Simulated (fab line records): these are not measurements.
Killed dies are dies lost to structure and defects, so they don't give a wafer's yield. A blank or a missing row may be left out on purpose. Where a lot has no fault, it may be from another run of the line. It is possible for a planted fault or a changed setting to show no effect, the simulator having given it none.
Matching of chambers    flow gf180mcu    4 sister chambers for GF_V2_ETCH_16 on rie diel-04
The step etches BARC in N2/H2. 8 wafers are shown with their chamber, then 8 later ones without.

## WAFERS WITH THEIR CHAMBER
wafer   chamber  drypump motor current A (A)  oes product au (a.u.)
L771.4  3        4.9                          0.850
L772.1  2        5.4                          0.863
L772.2  1        5.2                          0.861
L772.6  2        5.4                          0.860
L774.1  0        5.0                          0.863
L774.2  1        5.3                          0.856
L774.4  3        5.0                          0.857
L783.1  0        5.0                          0.859

## WAFERS WITH NO CHAMBER GIVEN
wafer   drypump motor current A (A)  oes product au (a.u.)
L783.4  5.3                          0.855
L783.5  5.4                          0.854
L786.2  5.4                          0.855
L786.4  4.9                          0.855
L786.5  5.3                          0.857
L788.3  4.9                          0.857
L788.4  5.1                          0.855
L788.5  5.1                          0.841

## CHAMBER TAKEN BY EACH
wafer   from the rows above           in truth
L783.4  can't be placed: 1 or 2       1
L783.5  can't be placed: 2 or 1       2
L786.2  can't be placed: 2 or 1       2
L786.4  can't be placed: 3 or 0       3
L786.5  can't be placed: 1 or 2       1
L788.3  can't be placed: 3 or 0       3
L788.4  can't be placed: 0 or 3 or 1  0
L788.5  can't be placed: 3 or 1 or 0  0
Correctly placed: 0 of 8. Not placeable from these rows: 8 (in 8, the candidates include the true chamber). Placed wrongly: 0.
How it was worked out, from the rows above alone: a wafer's distance from a chamber is the root of the sum, over the readings, of the square of ((its reading less the chamber's mean) divided by the reading's scatter). The wafer belongs to the nearest chamber; if the next one is less than 2 further off, it can't be placed. A chamber's mean is the mean of its shown wafers. The scatter: the root of (the sum of the squares of (reading less its chamber's mean) over the shown wafers, divided by (wafers less chambers)).
